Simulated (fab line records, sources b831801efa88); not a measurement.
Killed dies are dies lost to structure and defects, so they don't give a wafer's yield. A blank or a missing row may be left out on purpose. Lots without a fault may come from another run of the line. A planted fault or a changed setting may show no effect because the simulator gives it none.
Which tool did it? | flow sky130 | 6 lots, 18 wafers sampled, at 2 steps of a route of 708

WHAT THE GAUGES READ, wafer by wafer
SKY_DNWELL_TW_MEAS_09.
lot  | measured    | on            | DNWELL_TW
L126 | day 4 01:11 | film_metro-04 | 1121 1119 1117
L129 | day 4 10:35 | film_metro-04 | 1115 1123 1120
L132 | day 5 11:08 | film_metro-02 | 1130 1136 1132
L133 | day 5 10:46 | film_metro-04 | 1106 1112 1116
L135 | day 5 20:31 | film_metro-04 | 2014 2028 2021
L137 | day 6 03:11 | film_metro-02 | 2050 2043 2050

WHICH TOOL RAN EACH LOT (tool, then ch and the chambers of the sampled wafers, then the start)
lot  | SKY_DNWELL_IMPLANT_07
L126 | implanter-04 ch 0, day 4 00:56
L129 | implanter-03 ch 0, day 4 10:21
L132 | implanter-03 ch 0, day 5 10:55
L133 | implanter-04 ch 0, day 5 10:31
L135 | implanter-01 ch 0, day 5 20:17
L137 | implanter-03 ch 0, day 6 02:58
- SKY_DNWELL_IMPLANT_07

THE ANSWER, worked out from the rows above alone
Rule: what is usual is taken from the lots themselves. Put in order of their means at a reading, lots are off if they are a third of the lots or fewer, leave a main group of 4 or more, and stand apart from it by a gap of 3 or more times the standard deviation of the main group's means; of several such gaps the widest counts. A main group whose means are all the same, to the digits that the tables above print for the reading, isn't used. A lot without any number at a reading at which 4 lots or more have one is off too. The other lots that the step has rows for count as sound.
Off: L135, L137, at SKY_DNWELL_TW_MEAS_09 (DNWELL_TW). The main group: mean 1121, standard deviation 7.7.
A tool fits if, at a process step before that reading, it ran every lot that is off, and no sound lot after the first of them. The gauges at SKY_DNWELL_TW_MEAS_09 are tried like those tools. None of those tried fits.

WHAT THE SIMULATOR HAD PUT IN
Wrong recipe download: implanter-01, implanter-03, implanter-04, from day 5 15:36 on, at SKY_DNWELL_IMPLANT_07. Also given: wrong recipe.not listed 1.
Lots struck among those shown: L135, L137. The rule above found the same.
